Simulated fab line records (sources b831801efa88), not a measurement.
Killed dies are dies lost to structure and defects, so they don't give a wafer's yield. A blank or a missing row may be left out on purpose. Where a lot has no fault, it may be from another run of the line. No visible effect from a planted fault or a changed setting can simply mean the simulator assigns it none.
fab line records	flow sky130
record: lots: 11	wafers: 33	lastDay: 50
route steps=708 shown CONTACT@430 METAL1@436 PAD_OPEN@708
lots with no fault: from the same line, run without faults
startH: hours from the record's first day to the start of the lot's first wafer shown	waitH: time in hours since the lot's previous step	" repeats the value in the row above	L1.1+2: several wafers, shown together as one row	- no value, or no start was given	* or withheld: withheld	< > ~ a bound
route shown NAME@n: names a module that has steps shown in the file, with the first one's number in the route	usual: mean/standard deviation taken from wafers without a fault	same: alike in all rows	chamber/n: place in a boat	sites: readings site by site	_std_site: the values' standard deviation	_edge_site: inner sites' mean taken away from outer sites' mean	radiusMm: for every site, how far away it sits from the centre of the wafer	mask NAME#n: copy n	behind: the tool/chamber that last shaped the wafer	hold: why the lot was held/for how many hours/how that ended	device: transistor that didn't switch, given as n, p or np	end of line: the tests these same wafers got at the end of their route	where a step has no rows: the recipe by itself	killed: not the wafer's yield, but the dies lost to structure and defects at the first sort	map: dies across one wafer; x = killed, . = not, _ = none there
set.NAME: the setting the step ran with; set.NAME@STEP: the setting that earlier step ran with	model.NAME: the simulator's own value behind a step, which no gauge read
one table for each step of the route and one row for each wafer, over a sample of lots
services: from which hour (startH, from the record's first day; less than 0 if before it) a tool's chamber was out of use, for how many hours, and why
== steps ==
step: SKY_CONTACT_CVD_24
recipe: material: W	targetThkNm: 340	timeS: 102.12	tempC: 400	pressureTorr: 40
usual: heaterPowerOuterW: 502/47	heaterPowerW: 839/34
lot.wafer	tool	chamber	startH	waitH	heaterPowerOuterW	heaterPowerW
L647.1	cvdW-01	0	735.81	0.0	471	820
L647.3	"	1	"	"	522	837
L647.5	"	0	"	"	470	815
L652.1	cvdW-02	1	776.35	0.0	566	896
L652.5	"	1	"	"	574	886
L652.6	"	0	"	"	449	830
L653.3	cvdW-02	1	782.89	0.1	568	874
L653.4	"	0	"	"	455	813
L653.5	"	1	"	"	580	892
L654.1	cvdW-02	0	790.64	0.0	459	799
L654.2	"	1	"	"	571	881
L654.3	"	1	"	"	567	865
L657.1	cvdW-02	0	812.17	0.0	452	785
L657.2	"	1	"	"	560	875
L657.6	"	1	"	"	583	884
L664.1	cvdW-02	0	868.15	0.0	461	808
L664.2	"	1	"	"	568	900
L664.3	"	0	"	"	455	805
L663.1	cvdW-01	0	871.33	0.0	477	835
L663.3	"	1	"	"	510	842
L663.4	"	0	"	"	470	852
L665.2	cvdW-02	0	882.47	0.0	449	810
L665.3	"	0	"	"	463	788
L665.4	"	1	"	"	587	873
L666.1	cvdW-01	0	887.75	0.0	465	858
L666.2	"	1	"	"	502	842
L666.5	"	0	"	"	474	827
L669.2	cvdW-01	1	904.98	0.0	506	868
L669.3	"	1	"	"	516	835
L669.5	"	1	"	"	525	875
L670.4	cvdW-01	1	908.66	0.1	511	842
L670.5	"	0	"	"	465	832
L670.6	"	1	"	"	516	846
step: SKY_METAL1_SPUTTER_02
recipe: material: AlCu	targetThkNm: 250	powerW: 10600	timeS: 13.3	chamberPressurePa: 0.4
usual: throttleValvePct: 30.1/1
lot.wafer	tool	chamber	startH	waitH	throttleValvePct
L647.1	pvdSputter-01	-	736.45	0.0	30.2
L647.3	"	-	"	"	30.5
L647.5	"	-	"	"	31.3
L652.1	pvdSputter-01	-	776.99	0.0	29.9
L652.5	"	-	"	"	29.7
L652.6	"	-	"	"	30.4
L653.3	pvdSputter-03	-	783.49	0.0	30.2
L653.4	"	-	"	"	29.3
L653.5	"	-	"	"	29.0
L654.1	pvdSputter-04	-	791.28	0.0	28.5
L654.2	"	-	"	"	29.4
L654.3	"	-	"	"	30.6
L657.1	pvdSputter-04	-	812.81	0.0	30.5
L657.2	"	-	"	"	28.8
L657.6	"	-	"	"	29.5
L664.1	pvdSputter-01	-	868.79	0.0	30.1
L664.2	"	-	"	"	30.5
L664.3	"	-	"	"	31.6
L663.1	pvdSputter-04	-	872.05	0.0	32.4
L663.3	"	-	"	"	30.8
L663.4	"	-	"	"	28.6
L665.2	pvdSputter-04	-	883.21	0.0	32.2
L665.3	"	-	"	"	28.6
L665.4	"	-	"	"	30.5
L666.1	pvdSputter-03	-	888.39	0.0	29.1
L666.2	"	-	"	"	30.0
L666.5	"	-	"	"	29.9
L669.2	pvdSputter-03	-	905.79	0.0	29.0
L669.3	"	-	"	"	29.2
L669.5	"	-	"	"	28.9
L670.4	pvdSputter-01	-	909.27	0.0	30.1
L670.5	"	-	"	"	30.3
L670.6	"	-	"	"	30.4
step: SKY_METAL1_SPUTTER_04
recipe: material: TiN	targetThkNm: 70	powerW: 6500	timeS: 58.3	chamberPressurePa: 0.4
usual: throttleValvePct: 30.1/1
lot.wafer	tool	chamber	startH	waitH	throttleValvePct
L647.1	pvdSputter-01	-	736.49	0.0	30.4
L647.3	"	-	"	"	30.5
L647.5	"	-	"	"	31.3
L652.1	pvdSputter-01	-	777.03	0.0	30.1
L652.5	"	-	"	"	30.0
L652.6	"	-	"	"	30.4
L653.3	pvdSputter-03	-	783.53	0.0	30.0
L653.4	"	-	"	"	29.2
L653.5	"	-	"	"	28.8
L654.1	pvdSputter-04	-	791.32	0.0	28.5
L654.2	"	-	"	"	29.1
L654.3	"	-	"	"	30.4
L657.1	pvdSputter-04	-	812.85	0.0	30.6
L657.2	"	-	"	"	28.6
L657.6	"	-	"	"	29.3
L664.1	pvdSputter-01	-	868.83	0.0	30.4
L664.2	"	-	"	"	30.5
L664.3	"	-	"	"	31.2
L663.1	pvdSputter-04	-	872.09	0.0	31.8
L663.3	"	-	"	"	30.7
L663.4	"	-	"	"	28.7
L665.2	pvdSputter-04	-	883.25	0.0	32.3
L665.3	"	-	"	"	28.5
L665.4	"	-	"	"	30.6
L666.1	pvdSputter-03	-	888.43	0.0	28.9
L666.2	"	-	"	"	30.0
L666.5	"	-	"	"	29.9
L669.2	pvdSputter-03	-	905.83	0.0	29.0
L669.3	"	-	"	"	29.3
L669.5	"	-	"	"	28.9
L670.4	pvdSputter-01	-	909.31	0.0	29.6
L670.5	"	-	"	"	30.5
L670.6	"	-	"	"	30.2
step: SKY_METAL1_METAL_ETCH_19
recipe: targetDepthA: 3600	stopOn: SiO2	overEtchFrac: 0.3	timeS: 78	chemistry: Cl2/BCl3	resistSidewallDeg: 88	pressureMtorr: 10	icpW: 900	biasW: 48.5	Cl2_flow_sccm: 60	bcl3FlowSccm: 30
usual: drypumpMotorCurrentA: 6.3/0.44	oesProductAu: 0.855/0.0063	overEtchFrac: 0.3/0	rfFwdPowerW: 893.9/2.8	throttleValvePct: 22.265/0.0088
lot.wafer	tool	chamber	startH	waitH	drypumpMotorCurrentA	oesProductAu	overEtchFrac	rfFwdPowerW	rfHoursCounterH	throttleValvePct
L647.1	rieMetal-04	1	764.08	0.0	6.7	0.847	0.3	898.0	5	22.264
L647.3	"	1	"	"	6.7	0.851	0.3	896.8	-	22.273
L647.5	"	0	"	"	6.4	0.835	0.3	891.8	-	22.276
L652.1	rieMetal-03	0	803.62	0.0	5.4	0.854	0.3	892.0	14	22.246
L652.5	"	0	"	"	5.4	0.852	0.3	894.1	-	22.239
L652.6	"	1	"	"	6.1	0.854	0.3	893.2	-	22.265
L653.3	rieMetal-03	0	810.46	0.1	5.4	0.847	0.3	893.6	-	22.276
L653.4	"	1	"	"	6.1	0.766	0.59238	898.9	-	22.271
L653.5	"	1	"	"	6.1	0.771	0.59238	892.5	-	22.265
L654.1	rieMetal-03	1	818.32	0.0	6.1	0.839	0.3	889.4	4	22.279
L654.2	"	0	"	"	5.4	0.768	0.59238	891.5	15	22.277
L654.3	"	1	"	"	6.1	0.868	0.3	893.3	-	22.262
L657.1	rieMetal-04	0	839.52	0.0	6.4	0.852	0.3	892.1	9	22.255
L657.2	"	1	"	"	6.7	0.870	0.3	898.2	8	22.260
L657.6	"	1	"	"	6.8	0.861	0.3	895.0	-	22.263
L664.1	rieMetal-03	0	895.04	0.0	5.4	0.859	0.3	891.5	18	22.263
L664.2	"	1	"	"	6.1	0.855	0.3	895.9	7	22.260
L664.3	"	1	"	"	6.1	0.855	0.3	891.7	-	22.265
L663.1	rieMetal-03	1	898.32	0.0	6.1	0.856	0.3	893.0	8	22.258
L663.3	"	0	"	"	5.5	0.857	0.3	894.2	-	22.270
L663.4	"	1	"	"	6.1	0.854	0.3	891.1	-	22.265
L665.2	rieMetal-02	1	908.17	0.0	6.7	0.862	0.3	890.4	12	22.254
L665.3	"	1	"	"	6.7	0.858	0.3	891.5	-	22.257
L665.4	"	0	"	"	6.0	0.857	0.3	897.4	-	22.270
L666.1	rieMetal-02	1	914.13	0.1	6.7	0.858	0.3	892.3	12	22.268
L666.2	"	1	"	"	6.6	0.855	0.3	896.3	-	22.282
L666.5	"	1	"	"	6.6	0.856	0.3	894.4	-	22.267
L669.2	rieMetal-04	0	930.92	0.0	6.4	0.862	0.3	895.0	13	22.268
L669.3	"	1	"	"	6.7	0.855	0.3	898.4	-	22.267
L669.5	"	0	"	"	6.4	0.846	0.3	893.8	-	22.257
L670.4	rieMetal-04	0	934.30	0.1	6.4	0.854	0.3	893.4	-	22.260
L670.5	"	1	"	"	6.7	0.853	0.3	896.4	-	22.251
L670.6	"	0	"	"	6.4	0.850	0.3	892.3	-	22.265
step: SKY_METAL1_STRIP_20
recipe: chemistry: O2/N2	powerW: 1400	pressureMtorr: 1500	platenTempC: withheld	o2FlowSccm: 3000	n2FlowSccm: 300	overashFraction: 0.5
usual: drypumpMotorCurrentA: 5.7/0.34	oesProductAu: 0.343/0.0055	stripTimeToEndpointS: 2.69/0.061
lot.wafer	tool	chamber	startH	waitH	drypumpMotorCurrentA	oesProductAu	rfHoursCounterH	stripTimeToEndpointS
L647.1	plasmaAsher-01	0	764.17	0.1	5.5	0.344	34	2.63
L647.3	"	0	"	"	5.5	0.341	-	2.65
L647.5	"	1	"	"	5.8	0.342	-	2.60
L652.1	plasmaAsher-04	0	803.71	0.1	6.0	0.348	6	2.70
L652.5	"	0	"	"	6.0	0.338	-	2.72
L652.6	"	1	"	"	5.5	0.337	-	2.65
L653.3	plasmaAsher-01	0	810.64	0.1	5.4	0.348	-	2.76
L653.4	"	1	"	"	5.8	0.316	-	2.11
L653.5	"	0	"	"	5.4	0.318	-	2.06
L654.1	plasmaAsher-04	0	818.41	0.1	6.0	0.343	6	2.69
L654.2	"	1	"	"	5.5	0.316	6	2.18
L654.3	"	1	"	"	5.5	0.351	-	2.66
L657.1	plasmaAsher-04	0	839.61	0.1	6.0	0.338	9	2.59
L657.2	"	1	"	"	5.5	0.336	9	2.61
L657.6	"	0	"	"	6.0	0.333	-	2.64
L664.1	plasmaAsher-02	0	895.13	0.1	6.3	0.347	76	2.74
L664.2	"	1	"	"	5.2	0.344	76	2.66
L664.3	"	1	"	"	5.2	0.345	-	2.63
L663.1	plasmaAsher-01	1	898.41	0.1	5.8	0.335	49	2.68
L663.3	"	0	"	"	5.5	0.341	-	2.75
L663.4	"	1	"	"	5.8	0.340	-	2.71
L665.2	plasmaAsher-02	0	908.26	0.1	6.3	0.346	77	2.76
L665.3	"	0	"	"	6.3	0.346	-	2.75
L665.4	"	1	"	"	5.2	0.351	-	2.79
L666.1	plasmaAsher-01	0	914.31	0.1	5.5	0.345	51	2.79
L666.2	"	1	"	"	5.8	0.343	51	2.74
L666.5	"	1	"	"	5.8	0.348	-	2.74
L669.2	plasmaAsher-04	0	931.01	0.1	6.0	0.336	17	2.63
L669.3	"	0	"	"	6.0	0.339	-	2.69
L669.5	"	1	"	"	5.5	0.353	-	2.67
L670.4	plasmaAsher-04	0	934.40	0.1	6.0	0.336	-	2.62
L670.5	"	1	"	"	5.5	0.340	-	2.66
L670.6	"	0	"	"	6.0	0.342	-	2.63
step: SKY_PAD_OPEN_PROBE_99
usual: defectLimitedYield: 82.4/1.9	killed_at_M0_to_M3: 44/7.5	killed_at_M4_up: 3.2/1.9	killedAtContacts: 23/4.7	killedAtFrontEnd: 15/4.7	killedAtOther: 0.4/0.66	killedDies: 87/9.3	killedOpen: 47/7.2	killedShort: 39/6.5	sort_bin_3_pad_short: 0.8/0.39	sort_bin_5_function: 10.5/1.4	sort_bin_6_memory: 6.3/1.2	sortNPass: 405/9.3	sortYieldPct: 82.4/1.9
same: grossDies: 492	killedAtBackSide: 0	sort_bin_4_leakage[%]: 0	sort_bin_8_speed[%]: 0
lot.wafer	tool	chamber	startH	waitH	defectLimitedYield[%]	killed_at_M0_to_M3	killed_at_M4_up	killedAtContacts	killedAtFrontEnd	killedAtOther	killedDies	killedOpen	killedShort	sort_bin_3_pad_short[%]	sort_bin_5_function[%]	sort_bin_6_memory[%]	sortNPass	sortYieldPct[%]
L647.1	prober-02	-	1074.90	0.1	82.5	38	3	25	19	1	86	46	40	1.0	10.2	6.3	406	82.5
L647.3	prober-02	-	1075.00	0.2	82.1	47	3	27	10	1	88	55	33	0.6	10.4	6.9	404	82.1
L647.5	prober-02	-	1075.10	0.2	84.1	43	0	22	13	0	78	37	41	1.2	9.1	5.5	414	84.1
L652.1	prober-01	-	1109.28	0.1	81.7	45	2	23	20	0	90	50	39	0.6	9.1	8.5	402	81.7
L652.5	prober-01	-	1109.48	0.2	78.9	58	3	23	20	0	104	55	49	1.0	11.4	8.7	388	78.9
L652.6	prober-01	-	1109.53	0.2	81.3	40	3	22	27	0	92	53	35	1.8	9.6	7.3	400	81.3
L663.1	prober-01	-	1174.36	0.1	81.5	52	4	23	11	1	91	38	51	1.4	10.8	6.3	401	81.5
L663.3	prober-01	-	1174.46	0.2	80.5	52	3	23	17	1	96	47	49	1.2	11.4	6.9	396	80.5
L663.4	prober-01	-	1174.51	0.2	82.3	42	3	27	13	2	87	46	41	1.0	10.6	6.1	405	82.3
L665.2	prober-02	-	1180.65	0.1	83.5	44	5	20	12	0	81	49	32	0.4	9.1	6.9	411	83.5
L665.3	prober-02	-	1180.70	0.2	77.6	53	1	30	26	0	110	59	51	0.2	14.4	7.7	382	77.6
L665.4	prober-02	-	1180.75	0.2	79.7	46	4	23	26	1	100	52	48	1.6	11.0	7.7	392	79.7
L666.1	prober-01	-	1185.39	0.1	81.7	44	3	31	12	0	90	44	45	1.0	11.0	6.3	402	81.7
L666.2	prober-01	-	1185.44	0.1	81.7	46	4	21	19	0	90	51	37	1.2	10.6	6.5	402	81.7
L666.5	prober-01	-	1185.59	0.2	84.8	29	3	29	14	0	75	42	32	0.6	9.8	4.9	417	84.8
L670.4	prober-02	-	1199.84	0.2	85.2	36	2	25	10	0	73	44	29	0.6	9.3	4.9	419	85.2
L670.5	prober-02	-	1199.89	0.2	84.8	38	5	21	11	0	75	43	31	0.8	11.0	3.5	417	84.8
L670.6	prober-02	-	1199.94	0.2	85.8	38	3	20	8	1	70	40	29	0.8	8.7	4.7	422	85.8
L669.2	prober-01	-	1201.24	0.1	83.5	44	2	25	9	1	81	44	37	1.2	10.2	5.1	411	83.5
L669.3	prober-01	-	1201.29	0.2	80.5	43	3	26	24	0	96	51	45	0.8	11.6	7.1	396	80.5
L669.5	prober-01	-	1201.39	0.2	85.2	39	7	11	16	0	73	37	34	0.4	10.4	4.1	419	85.2
killed by level:class
L647.1 CONTACT:geometricParticle:open=9 VIA1:geometricParticle:open=8 METAL1:geometricParticle:short=7 POLY_GATE:geometricParticle:open=6 METAL2:geometricParticle:short=5 VIA3:geometricParticle:open=5 LI_CONTACT:geometricParticle:short=4 LI_CONTACT:geometricParticle:open=4
L647.3 CONTACT:geometricParticle:open=12 VIA1:geometricParticle:open=10 LI_CONTACT:geometricParticle:open=9 METAL1:geometricParticle:short=8 VIA1:geometricParticle:short=6 VIA3:geometricParticle:open=5 METAL2:geometricParticle:short=5 METAL1:geometricParticle:open=4
L647.5 METAL1:geometricParticle:short=13 VIA1:geometricParticle:open=7 METAL2:geometricParticle:short=7 CONTACT:geometricParticle:short=5 LI_CONTACT:geometricParticle:open=5 LOCAL_INTERCONNECT:geometricParticle:short=5 CONTACT:geometricParticle:open=5 VIA3:geometricParticle:open=5
L652.1 VIA1:geometricParticle:open=9 VIA3:geometricParticle:open=8 FIELD_ISO:geometricParticle:open=7 CONTACT:geometricParticle:open=7 METAL1:geometricParticle:short=6 POLY_GATE:geometricParticle:short=5 LI_CONTACT:geometricParticle:short=5 VIA1:geometricParticle:short=5
L652.5 VIA1:geometricParticle:open=14 VIA2:geometricParticle:open=9 VIA3:geometricParticle:open=9 CONTACT:geometricParticle:short=7 VIA3:geometricParticle:short=6 FIELD_ISO:geometricParticle:short=5 POLY_GATE:geometricParticle:short=5 LI_CONTACT:geometricParticle:open=5
L652.6 VIA1:geometricParticle:open=11 FIELD_ISO:geometricParticle:open=9 POLY_GATE:geometricParticle:open=7 CONTACT:geometricParticle:open=7 VIA3:geometricParticle:open=6 CONTACT:geometricParticle:short=6 METAL2:geometricParticle:short=4 LI_CONTACT:geometricParticle:open=4
L663.1 METAL2:geometricParticle:short=9 METAL1:geometricParticle:short=8 VIA1:geometricParticle:open=8 CONTACT:geometricParticle:open=8 VIA2:geometricParticle:open=7 CONTACT:geometricParticle:short=6 VIA2:geometricParticle:short=6 POLY_GATE:geometricParticle:short=4
L663.3 VIA1:geometricParticle:open=12 VIA2:geometricParticle:open=8 CONTACT:geometricParticle:short=7 VIA2:geometricParticle:short=7 CONTACT:geometricParticle:open=7 METAL2:geometricParticle:short=7 METAL1:geometricParticle:short=5 POLY_GATE:geometricParticle:short=4
L663.4 LI_CONTACT:geometricParticle:open=9 CONTACT:geometricParticle:open=8 VIA3:geometricParticle:open=8 VIA1:geometricParticle:open=7 VIA1:geometricParticle:short=7 POLY_GATE:geometricParticle:open=5 LOCAL_INTERCONNECT:geometricParticle:short=5 VIA3:geometricParticle:short=5
L665.2 VIA1:geometricParticle:open=11 VIA2:geometricParticle:open=9 METAL3:geometricParticle:short=8 CONTACT:geometricParticle:open=7 VIA3:geometricParticle:open=6 LI_CONTACT:geometricParticle:open=5 POLY_GATE:geometricParticle:open=4 POLY_GATE:geometricParticle:short=3
L665.3 VIA1:geometricParticle:open=15 FIELD_ISO:geometricParticle:short=11 VIA3:geometricParticle:open=11 LI_CONTACT:geometricParticle:open=10 LOCAL_INTERCONNECT:geometricParticle:short=7 POLY_GATE:geometricParticle:short=6 CONTACT:geometricParticle:open=5 VIA1:geometricParticle:short=5
L665.4 VIA3:geometricParticle:open=11 CONTACT:geometricParticle:open=8 POLY_GATE:geometricParticle:open=6 LI_CONTACT:geometricParticle:open=6 METAL1:geometricParticle:short=6 VIA1:geometricParticle:open=6 POLY_GATE:geometricParticle:short=5 LOCAL_INTERCONNECT:geometricParticle:short=5
L666.1 VIA1:geometricParticle:open=10 LI_CONTACT:geometricParticle:open=8 CONTACT:geometricParticle:open=7 VIA1:geometricParticle:short=7 CONTACT:geometricParticle:short=6 LOCAL_INTERCONNECT:geometricParticle:short=6 METAL2:geometricParticle:short=6 VIA3:geometricParticle:open=6
L666.2 LI_CONTACT:geometricParticle:open=9 VIA1:geometricParticle:open=9 VIA2:geometricParticle:open=9 POLY_GATE:geometricParticle:open=7 METAL2:geometricParticle:short=6 CONTACT:geometricParticle:open=6 METAL1:geometricParticle:short=5 VIA1:geometricParticle:short=4
L666.5 LI_CONTACT:geometricParticle:open=9 CONTACT:geometricParticle:open=8 VIA1:geometricParticle:open=7 VIA2:geometricParticle:open=6 LI_CONTACT:geometricParticle:short=5 FIELD_ISO:geometricParticle:short=4 METAL1:geometricParticle:short=4 VIA1:geometricParticle:short=4
L670.4 CONTACT:geometricParticle:open=14 VIA1:geometricParticle:open=9 METAL2:geometricParticle:short=7 LI_CONTACT:geometricParticle:open=5 FIELD_ISO:geometricParticle:open=4 VIA1:geometricParticle:short=4 CONTACT:geometricParticle:short=4 VIA2:geometricParticle:short=4
L670.5 VIA1:geometricParticle:open=13 CONTACT:geometricParticle:open=8 VIA3:geometricParticle:open=7 METAL2:geometricParticle:short=7 VIA1:geometricParticle:short=5 FIELD_ISO:geometricParticle:short=4 LI_CONTACT:geometricParticle:open=3 LOCAL_INTERCONNECT:geometricParticle:open=3
L670.6 VIA3:geometricParticle:open=10 VIA1:geometricParticle:open=9 CONTACT:geometricParticle:open=8 METAL3:geometricParticle:short=4 LI_CONTACT:geometricParticle:short=4 METAL4:geometricParticle:short=3 FIELD_ISO:geometricParticle:open=3 LI_CONTACT:geometricParticle:open=3
L669.2 CONTACT:geometricParticle:open=13 VIA1:geometricParticle:open=12 METAL2:geometricParticle:short=11 CONTACT:geometricParticle:short=6 VIA3:geometricParticle:open=6 POLY_GATE:geometricParticle:open=4 METAL1:geometricParticle:short=4 LI_CONTACT:geometricParticle:open=3
L669.3 CONTACT:geometricParticle:open=12 VIA1:geometricParticle:open=10 POLY_GATE:geometricParticle:open=7 LOCAL_INTERCONNECT:geometricParticle:short=7 METAL2:geometricParticle:short=7 FIELD_ISO:geometricParticle:short=6 VIA1:geometricParticle:short=6 POLY_GATE:geometricParticle:short=5
L669.5 VIA1:geometricParticle:open=11 METAL2:geometricParticle:short=8 POLY_GATE:geometricParticle:open=7 POLY_GATE:geometricParticle:short=6 METAL1:geometricParticle:short=4 VIA2:geometricParticle:open=4 CONTACT:geometricParticle:open=3 CONTACT:geometricParticle:short=3
== services ==
tool	chamber	startH	hours	kind
cvdW-02	-	713.51	1.3	repair
pvdSputter-04	-	720.17	10.2	repair
rieMetal-03	-	729.44	14.6	pm
plasmaAsher-04	-	733.75	9.0	pm
pvdSputter-01	-	743.02	11.9	repair
cvdW-01	0	743.85	3.1	repair
rieMetal-03	1	744.07	29.0	repair
cvdW-01	1	762.04	6.2	repair
plasmaAsher-04	-	786.38	6.1	repair
cvdW-02	-	791.30	0.9	repair
cvdW-02	-	792.53	2.8	pm
cvdW-01	0	799.63	3.3	repair
pvdSputter-04	-	803.92	2.6	repair
plasmaAsher-04	-	808.40	8.5	repair
pvdSputter-03	-	825.67	2.4	repair
cvdW-01	1	836.44	3.2	repair
cvdW-01	1	847.25	5.1	repair
pvdSputter-04	-	847.47	0.7	repair
rieMetal-03	1	869.59	1.9	repair
pvdSputter-03	-	873.19	15.0	repair
plasmaAsher-04	-	902.95	12.9	pm
cvdW-02	-	904.00	14.0	pm
pvdSputter-04	-	916.36	3.7	repair
pvdSputter-03	-	926.00	1.3	repair
== key ==
firstSign: step: SKY_METAL1_METAL_ETCH_19	reading: overEtchFrac	direction: up	sigmas: 99+	usual: 0.3	struck: 0.59238
effect: step: SKY_METAL1_METAL_ETCH_19	reading: oesProductAu	direction: down	sigmas: 14	usual: 0.855	struck: 0.768
effect: step: SKY_METAL1_STRIP_20	reading: stripTimeToEndpointS	direction: down	sigmas: 9.4	usual: *	struck: *
metAt SKY_METAL1_METAL_ETCH_19
struckLots L653,L654
struckWafers L653.4,L653.5,L654.2
notActingAt SKY_CONTACT_CVD_24,SKY_METAL1_SPUTTER_02,SKY_METAL1_SPUTTER_04
onsetBetween 803.62 810.46
fault: kind: processParameterDrift	tool: rieMetal-03	chamber: -	onsetH: 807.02	steps: SKY_METAL1_METAL_ETCH_19	channel: overEtchFrac	offset: 0.29238	shape: step	endH: 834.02	scope: struckWafersOnly	actsIn: theseRecipesOnly	stated: 0.3
